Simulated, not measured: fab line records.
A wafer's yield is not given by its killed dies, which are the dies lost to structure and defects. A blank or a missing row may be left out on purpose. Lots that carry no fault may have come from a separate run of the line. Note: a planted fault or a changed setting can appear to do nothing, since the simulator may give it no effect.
fab line records	flow sky130
record: lots: 12	wafers: 36	last_day: 49
route steps=708 shown CONTACT@430 VIA4@658 METAL5@676 PAD_OPEN@702
lots untouched by any fault: they come from a run of this same line in which no faults occurred
start_h: hours from the record's opening day to when the first of the lot's shown wafers began	wait_h: time in hours since the lot's previous step	" the same as in the row above	L1.1+2: several wafers, shown together as one row	- no value, or no start given	* or withheld: withheld	< > ~ a bound
route shown NAME@n: NAME is a module with steps in the file, n the number in the route of the first one	usual: mean/standard deviation taken from wafers without a fault	same: alike in all rows	chamber/n: place in a boat	sites: each site's reading	_std_site: how widely they spread, as a standard deviation	_edge_site: the outer-site mean with the inner-site mean subtracted	radius_mm: for every site, how far away it sits from the centre of the wafer	mask NAME#n: copy n	behind: the tool/chamber that last shaped the wafer	hold: the reason the lot was held/the length of the hold in hours/how it ended	device: the n, p or np transistor that did not switch	end of line: tests run on the same wafers once the route is complete	a step with no rows: only its recipe	killed: count of dies lost to structure and defects at first sort (not the wafer's yield)	map: dies across one wafer; x = killed, . = not, _ = none there
set.NAME: the setting that was run; set.NAME@STEP: the one run at that earlier step	model.NAME: the simulator's own value behind a step, which no gauge read
the route's steps for a sample of lots (tables are steps, rows are wafers)
services: the hour from which a tool's chamber was out of use, counted from the record's first day as start_h (under 0 if before that day), plus the number of hours and why
== steps ==
step: SKY_CONTACT_CVD_24
recipe: material: W	target_thk_nm: 340	time_s: 102.12	temp_c: 400	pressure_torr: 40
usual: heater_power_w: 909/69
lot.wafer	tool	chamber	start_h	wait_h	heater_power_w
L614.1	cvd_w-01	0	744.22	0.0	800
L614.3	"	0	"	"	814
L614.6	"	1	"	"	951
L615.3	cvd_w-02	1	763.89	0.1	946
L615.4	"	0	"	"	896
L615.6	"	1	"	"	964
L617.2	cvd_w-02	1	767.52	0.0	972
L617.3	"	1	"	"	949
L617.5	"	0	"	"	911
L616.1	cvd_w-01	1	771.30	0.0	968
L616.4	"	0	"	"	803
L616.5	"	0	"	"	806
L618.1	cvd_w-02	0	790.78	0.0	909
L618.4	"	1	"	"	950
L618.5	"	0	"	"	914
L619.1	cvd_w-01	1	806.66	0.0	975
L619.4	"	1	"	"	964
L619.6	"	0	"	"	812
L620.1	cvd_w-01	0	812.67	0.0	813
L620.2	"	1	"	"	952
L620.5	"	0	"	"	810
L626.1	cvd_w-01	0	858.37	0.0	808
L626.4	"	0	"	"	815
L626.6	"	1	"	"	962
L627.1	cvd_w-01	1	861.50	0.0	964
L627.2	"	0	"	"	780
L627.6	"	0	"	"	823
L629.3	cvd_w-02	0	864.61	0.1	887
L629.4	"	1	"	"	997
L629.5	"	0	"	"	890
L628.1	cvd_w-01	1	865.01	0.0	994
L628.4	"	1	"	"	956
L628.6	"	0	"	"	814
L632.1	cvd_w-02	0	882.23	0.0	910
L632.5	"	0	"	"	910
L632.6	"	1	"	"	951
step: SKY_VIA4_RS_MEAS_19
recipe: thk_meas_gauge: four-point-probe	reads: W_of_VIA4_CVD_18+TiN_of_VIA4_SPUTTER_17
usual: VIA4_W_RS: 0.224/0.0045
lot.wafer	tool	chamber	start_h	wait_h	VIA4_W_RS[ohm/sq]
L614.1	film_metro-03	-	1012.78	0.1	0.224
L614.3	"	-	"	"	0.224
L614.6	"	-	"	"	0.223
L615.3	film_metro-03	-	1028.81	0.1	0.228
L615.4	"	-	"	"	0.227
L615.6	"	-	"	"	0.227
L617.2	film_metro-02	-	1029.05	0.1	0.227
L617.3	"	-	"	"	0.226
L617.5	"	-	"	"	0.227
L616.1	film_metro-04	-	1034.99	0.1	0.227
L616.4	"	-	"	"	0.226
L616.5	"	-	"	"	0.225
L618.1	film_metro-03	-	1051.78	0.1	0.229
L618.4	"	-	"	"	0.228
L618.5	"	-	"	"	0.223
L619.1	film_metro-02	-	1063.62	0.1	0.227
L619.4	"	-	"	"	0.224
L619.6	"	-	"	"	0.214
L620.1	film_metro-04	-	1068.55	0.1	0.231
L620.2	"	-	"	"	0.228
L620.5	"	-	"	"	0.227
L626.1	film_metro-03	-	1102.74	0.1	0.224
L626.4	"	-	"	"	0.225
L626.6	"	-	"	"	0.226
L627.1	film_metro-04	-	1108.45	0.1	0.219
L627.2	"	-	"	"	0.224
L627.6	"	-	"	"	0.217
L629.3	film_metro-04	-	1110.30	0.1	0.230
L629.4	"	-	"	"	0.217
L629.5	"	-	"	"	0.229
L628.1	film_metro-04	-	1111.24	0.1	0.220
L628.4	"	-	"	"	0.218
L628.6	"	-	"	"	0.228
L632.1	film_metro-03	-	1123.90	0.1	0.225
L632.5	"	-	"	"	0.221
L632.6	"	-	"	"	0.217
step: SKY_METAL5_METAL_ETCH_15
recipe: target_depth_a: 12600	stop_on: SiO2	over_etch_frac: 0.2	time_s: 252	chemistry: Cl2/BCl3	resist_sidewall_deg: 86	pressure_mtorr: 10	icp_w: 900	bias_w: 48.5	Cl2_flow_sccm: 60	bcl3_flow_sccm: 30
usual: bias_w: 48.52/0.14	chamber_pressure_mTorr: 10.001/0.0089	drypump_motor_current_A: 6.2/0.34	oes_product_au: 0.894/0.005	throttle_valve_pct: 22.264/0.0094
lot.wafer	tool	chamber	start_h	wait_h	bias_w	chamber_pressure_mTorr	drypump_motor_current_A	oes_product_au	rf_hours_counter_h	throttle_valve_pct
L614.1	rie_metal-03	1	1035.57	0.0	48.40	10.008	5.7	0.892	4	22.282
L614.3	"	0	"	"	48.47	10.002	6.5	0.889	-	22.254
L614.6	"	1	"	"	48.54	10.002	5.7	0.884	-	22.255
L615.3	rie_metal-03	1	1051.40	0.1	48.28	9.981	5.7	0.896	-	22.271
L615.4	"	0	"	"	48.73	10.007	6.5	0.902	-	22.251
L615.6	"	1	"	"	48.14	10.008	5.7	0.898	-	22.260
L617.2	rie_metal-02	1	1051.62	0.0	48.33	9.999	6.1	0.894	6	22.270
L617.3	"	1	"	"	48.75	10.003	6.1	0.895	-	22.257
L617.5	"	1	"	"	48.63	10.003	6.1	0.898	-	22.276
L616.1	rie_metal-04	1	1056.77	0.0	48.49	10.012	6.6	0.896	9	22.257
L616.4	"	1	"	"	48.49	10.011	6.6	0.893	-	22.258
L616.5	"	1	"	"	48.44	9.997	6.6	0.896	-	22.267
L618.1	rie_metal-03	0	1073.62	0.0	48.82	10.002	6.5	0.889	23	22.273
L618.4	"	0	"	"	48.48	9.993	6.6	0.893	-	22.257
L618.5	"	0	"	"	48.59	9.996	6.5	0.885	-	22.268
L619.1	rie_metal-02	0	1084.93	0.1	48.65	10.005	6.3	0.904	21	22.255
L619.4	"	0	"	"	48.30	10.004	6.3	0.897	-	22.267
L619.6	"	0	"	"	48.64	10.007	6.3	0.897	-	22.249
L620.1	rie_metal-04	0	1090.12	0.0	48.64	9.983	5.9	0.890	10	22.260
L620.2	"	1	"	"	48.59	10.002	6.5	0.894	12	22.255
L620.5	"	1	"	"	48.40	9.999	6.5	0.898	-	22.262
L626.1	rie_metal-02	0	1122.72	0.0	48.14	9.997	6.4	0.883	24	22.272
L626.4	"	0	"	"	48.33	10.019	6.4	0.896	-	22.254
L626.6	"	1	"	"	48.36	9.997	6.1	0.892	-	22.257
L627.1	rie_metal-03	0	1128.55	0.0	48.56	10.012	6.5	0.891	2	22.249
L627.2	"	1	"	"	48.66	10.002	5.7	0.890	12	22.259
L627.6	"	1	"	"	48.64	9.993	5.7	0.906	-	22.276
L629.3	rie_metal-02	1	1130.80	0.1	48.33	9.995	6.1	0.894	-	22.256
L629.4	"	0	"	"	48.54	10.005	6.4	0.895	-	22.267
L629.5	"	0	"	"	48.54	10.005	6.4	0.898	-	22.246
L628.1	rie_metal-04	0	1131.82	0.0	48.45	10.002	5.8	0.898	14	22.258
L628.4	"	0	"	"	48.30	9.999	5.8	0.896	-	22.266
L628.6	"	1	"	"	48.39	9.992	6.5	0.891	-	22.263
L632.1	rie_metal-04	1	1143.55	0.0	48.52	10.022	6.5	0.900	18	22.262
L632.5	"	0	"	"	48.18	10.002	5.9	0.898	-	22.266
L632.6	"	1	"	"	48.55	10.008	6.6	0.897	-	22.268
step: SKY_PAD_OPEN_STRIP_08
recipe: chemistry: O2/N2	power_w: 1400	pressure_mtorr: 1500	platen_temp_c: withheld	overash_fraction: 0.7	o2_flow_sccm: 3000	n2_flow_sccm: 300
usual: chamber_pressure_mTorr: 1500.0/1.9	drypump_motor_current_A: 5.7/0.43	oes_product_au: 0.663/0.0042	strip_time_to_endpoint_s: 37.07/0.1
lot.wafer	tool	chamber	start_h	wait_h	chamber_pressure_mTorr	drypump_motor_current_A	oes_product_au	rf_hours_counter_h	strip_time_to_endpoint_s
L614.1	plasma_asher-03	0	1079.09	0.1	1499.0	5.3	0.660	97	37.09
L614.3	"	1	"	"	1497.8	5.9	0.660	-	37.12
L614.6	"	0	"	"	1501.7	5.3	0.653	-	37.00
L615.3	plasma_asher-04	0	1093.63	0.1	1498.0	6.1	0.665	-	37.06
L615.4	"	1	"	"	1501.9	6.1	0.665	-	37.02
L615.6	"	1	"	"	1499.7	6.1	0.663	-	37.03
L617.2	plasma_asher-03	0	1094.57	0.1	1500.0	5.3	0.664	99	37.04
L617.3	"	0	"	"	1500.3	5.3	0.664	-	37.14
L617.5	"	1	"	"	1498.0	6.0	0.654	-	37.06
L616.1	plasma_asher-03	1	1099.62	0.1	1498.8	5.9	0.660	99	36.90
L616.4	"	0	"	"	1502.1	5.3	0.658	-	37.04
L616.5	"	0	"	"	1500.8	5.3	0.673	-	37.09
L618.1	plasma_asher-03	1	1115.46	0.1	1498.7	6.0	0.666	101	37.11
L618.4	"	1	"	"	1500.5	6.0	0.659	-	37.09
L618.5	"	0	"	"	1500.2	5.3	0.660	-	37.02
L619.1	plasma_asher-04	1	1126.56	0.1	1498.5	6.1	0.668	6	36.96
L619.4	"	1	"	"	1499.1	6.2	0.665	-	36.97
L619.6	"	1	"	"	1501.9	6.2	0.660	-	36.95
L620.1	plasma_asher-03	0	1131.57	0.1	1499.7	5.3	0.665	103	37.18
L620.2	"	1	"	"	1500.0	5.9	0.663	103	37.14
L620.5	"	0	"	"	1501.4	5.3	0.672	-	37.16
L626.1	plasma_asher-04	1	1161.49	0.1	1499.6	6.2	0.665	10	37.12
L626.4	"	1	"	"	1502.0	6.2	0.660	-	37.09
L626.6	"	0	"	"	1497.6	6.1	0.667	-	37.13
L627.1	plasma_asher-01	1	1166.99	0.1	1498.6	4.9	0.668	43	37.25
L627.2	"	0	"	"	1500.8	5.7	0.665	43	37.17
L627.6	"	1	"	"	1500.4	5.0	0.660	-	37.14
L629.3	plasma_asher-04	0	1168.33	0.1	1500.7	6.2	0.666	-	37.11
L629.4	"	1	"	"	1499.9	6.2	0.670	-	37.11
L629.5	"	0	"	"	1500.0	6.2	0.664	-	37.15
L628.1	plasma_asher-04	1	1170.36	0.1	1501.9	6.2	0.660	11	37.03
L628.4	"	1	"	"	1498.0	6.1	0.666	-	37.00
L628.6	"	0	"	"	1497.8	6.1	0.660	-	36.97
L632.1	plasma_asher-04	1	1180.56	0.1	1499.2	6.2	0.670	12	36.97
L632.5	"	0	"	"	1499.5	6.2	0.663	-	37.15
L632.6	"	1	"	"	1498.6	6.2	0.667	-	37.18
step: SKY_PAD_OPEN_PROBE_99
usual: killed_at_M0_to_M3: 44/7.4	killed_at_M4_up: 3.2/2	killed_at_contacts: 24/5.1	killed_at_front_end: 15/4.8	killed_at_other: 0.2/0.46	killed_dies: 86/10	killed_open: 47/7.5	killed_short: 39/7
same: gross_dies: 492	killed_at_back_side: 0
lot.wafer	tool	chamber	start_h	wait_h	killed_at_M0_to_M3	killed_at_M4_up	killed_at_contacts	killed_at_front_end	killed_at_other	killed_dies	killed_open	killed_short
L620.1	prober-01	-	1133.79	0.1	39	5	28	17	0	89	48	40
L620.2	prober-01	-	1133.84	0.1	33	1	27	12	0	73	51	22
L620.5	prober-01	-	1133.99	0.2	30	4	14	19	0	67	40	27
L627.1	prober-01	-	1169.21	0.1	35	4	64	18	0	121	40	34
L627.2	prober-01	-	1169.26	0.1	52	6	53	12	0	123	60	45
L627.6	prober-01	-	1169.46	0.2	39	6	40	15	0	100	43	35
L628.1	prober-01	-	1172.58	0.1	40	3	56	20	0	119	47	35
L628.4	prober-01	-	1172.73	0.2	51	0	61	19	0	131	43	45
L628.6	prober-01	-	1172.83	0.2	38	5	33	11	1	88	37	32
L632.1	prober-02	-	1182.77	0.1	51	4	25	11	1	92	48	44
L632.5	prober-02	-	1182.97	0.2	45	3	23	13	0	84	48	36
L632.6	prober-02	-	1183.02	0.2	48	0	27	14	0	89	50	39
killed by level:class
L620.1 CONTACT:geometric_particle:open=10 METAL2:geometric_particle:short=8 VIA1:geometric_particle:open=7 FIELD_ISO:geometric_particle:open=6 LI_CONTACT:geometric_particle:open=6 METAL1:geometric_particle:short=6 LOCAL_INTERCONNECT:geometric_particle:short=5 VIA3:geometric_particle:open=5
L620.2 LI_CONTACT:geometric_particle:open=11 CONTACT:geometric_particle:open=9 VIA3:geometric_particle:open=7 VIA1:geometric_particle:open=7 VIA2:geometric_particle:open=6 FIELD_ISO:geometric_particle:open=4 CONTACT:geometric_particle:short=4 METAL1:geometric_particle:short=4
L620.5 LI_CONTACT:geometric_particle:open=7 VIA1:geometric_particle:open=6 FIELD_ISO:geometric_particle:open=5 POLY_GATE:geometric_particle:short=5 CONTACT:geometric_particle:open=5 VIA2:geometric_particle:open=5 VIA3:geometric_particle:open=5 POLY_GATE:geometric_particle:open=4
L627.1 CONTACT:unspecified=47 VIA1:geometric_particle:open=13 VIA3:geometric_particle:open=6 LI_CONTACT:geometric_particle:open=6 FIELD_ISO:geometric_particle:open=5 POLY_GATE:geometric_particle:short=5 CONTACT:geometric_particle:short=4 CONTACT:geometric_particle:open=4
L627.2 CONTACT:unspecified=18 VIA1:geometric_particle:open=17 CONTACT:geometric_particle:open=13 LI_CONTACT:geometric_particle:open=10 VIA1:geometric_particle:short=9 VIA3:geometric_particle:open=8 METAL1:geometric_particle:short=7 FIELD_ISO:geometric_particle:open=6
L627.6 CONTACT:unspecified=22 FIELD_ISO:geometric_particle:open=8 CONTACT:geometric_particle:open=7 METAL1:geometric_particle:short=7 METAL2:geometric_particle:short=6 VIA1:geometric_particle:open=5 VIA3:geometric_particle:open=5 LI_CONTACT:geometric_particle:open=4
L628.1 CONTACT:unspecified=37 VIA1:geometric_particle:open=9 LI_CONTACT:geometric_particle:open=8 FIELD_ISO:geometric_particle:short=5 FIELD_ISO:geometric_particle:open=5 POLY_GATE:geometric_particle:open=5 METAL1:geometric_particle:short=5 VIA2:geometric_particle:open=5
L628.4 CONTACT:unspecified=43 VIA1:geometric_particle:open=16 METAL2:geometric_particle:short=7 LI_CONTACT:geometric_particle:open=6 FIELD_ISO:geometric_particle:open=5 METAL1:geometric_particle:short=5 VIA2:geometric_particle:short=5 FIELD_ISO:geometric_particle:short=4
L628.6 CONTACT:unspecified=19 CONTACT:geometric_particle:open=9 VIA1:geometric_particle:open=9 METAL1:geometric_particle:short=5 VIA2:geometric_particle:open=5 VIA3:geometric_particle:open=5 METAL2:geometric_particle:short=4 METAL4:geometric_particle:short=4
L632.1 VIA1:geometric_particle:open=11 CONTACT:geometric_particle:open=10 VIA1:geometric_particle:short=8 LOCAL_INTERCONNECT:geometric_particle:short=7 METAL2:geometric_particle:short=7 POLY_GATE:geometric_particle:open=6 VIA2:geometric_particle:open=6 VIA3:geometric_particle:open=6
L632.5 VIA1:geometric_particle:open=11 LI_CONTACT:geometric_particle:open=9 CONTACT:geometric_particle:open=8 VIA2:geometric_particle:open=7 METAL1:geometric_particle:short=6 POLY_GATE:geometric_particle:short=5 METAL2:geometric_particle:short=5 VIA3:geometric_particle:open=5
L632.6 VIA1:geometric_particle:open=13 CONTACT:geometric_particle:open=11 METAL2:geometric_particle:short=6 METAL3:geometric_particle:short=6 LI_CONTACT:geometric_particle:open=5 LI_CONTACT:geometric_particle:short=5 VIA2:geometric_particle:open=5 VIA3:geometric_particle:open=5
== services ==
tool	chamber	start_h	hours	kind
cvd_w-01	-	743.25	0.3	repair
rie_metal-04	-	750.18	0.9	repair
cvd_w-01	-	775.01	6.9	pm
plasma_asher-04	-	791.32	0.8	repair
rie_metal-03	-	811.15	1.4	pm
plasma_asher-04	-	829.35	28.1	pm
rie_metal-04	0	870.25	25.8	repair
rie_metal-03	1	871.88	21.5	repair
cvd_w-01	-	876.23	1.3	repair
plasma_asher-04	-	899.44	2.8	pm
cvd_w-02	-	900.54	1.2	repair
cvd_w-02	-	904.00	14.0	pm
rie_metal-03	0	904.62	22.3	repair
rie_metal-03	1	914.71	3.7	repair
cvd_w-02	-	920.21	6.0	pm
cvd_w-01	-	930.53	2.8	pm
cvd_w-02	-	951.49	2.8	pm
cvd_w-02	-	984.28	1.7	repair
cvd_w-02	-	1014.91	2.0	repair
plasma_asher-04	-	1055.25	9.0	pm
plasma_asher-03	-	1069.45	7.2	repair
cvd_w-01	1	1083.17	19.2	repair
plasma_asher-04	-	1135.16	2.7	repair
cvd_w-01	-	1145.78	0.6	repair
== key ==
first_sign: step: SKY_PAD_OPEN_PROBE_99	reading: killed_at_contacts	direction: up	sigmas: 5.4	usual: 24	struck: 51
effect: step: SKY_PAD_OPEN_PROBE_99	reading: killed_dies	direction: up	sigmas: 2.7	usual: 86	struck: 114	wafers_moved: 4
met_at SKY_CONTACT_CVD_24
struck_lots L627,L628
tester_left_out L627,L628
not_acting_at SKY_VIA4_RS_MEAS_19,SKY_METAL5_METAL_ETCH_15,SKY_PAD_OPEN_STRIP_08
onset_between 858.37 861.50
fault: kind: chamber_particle_source	tool: cvd_w-01	chamber: -	onset_h: 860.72	steps: SKY_CONTACT_CVD_24	rate_per_visit_cm2: 0.42144	end_h: 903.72
tester_left_out: of these lots the tester's yield and bins aren't shown, on N5 and GAA mostly nor the transistor test; their killed dies are dies lost to structure and defects alone, not to doping, threshold or leakage, so they don't give the yield
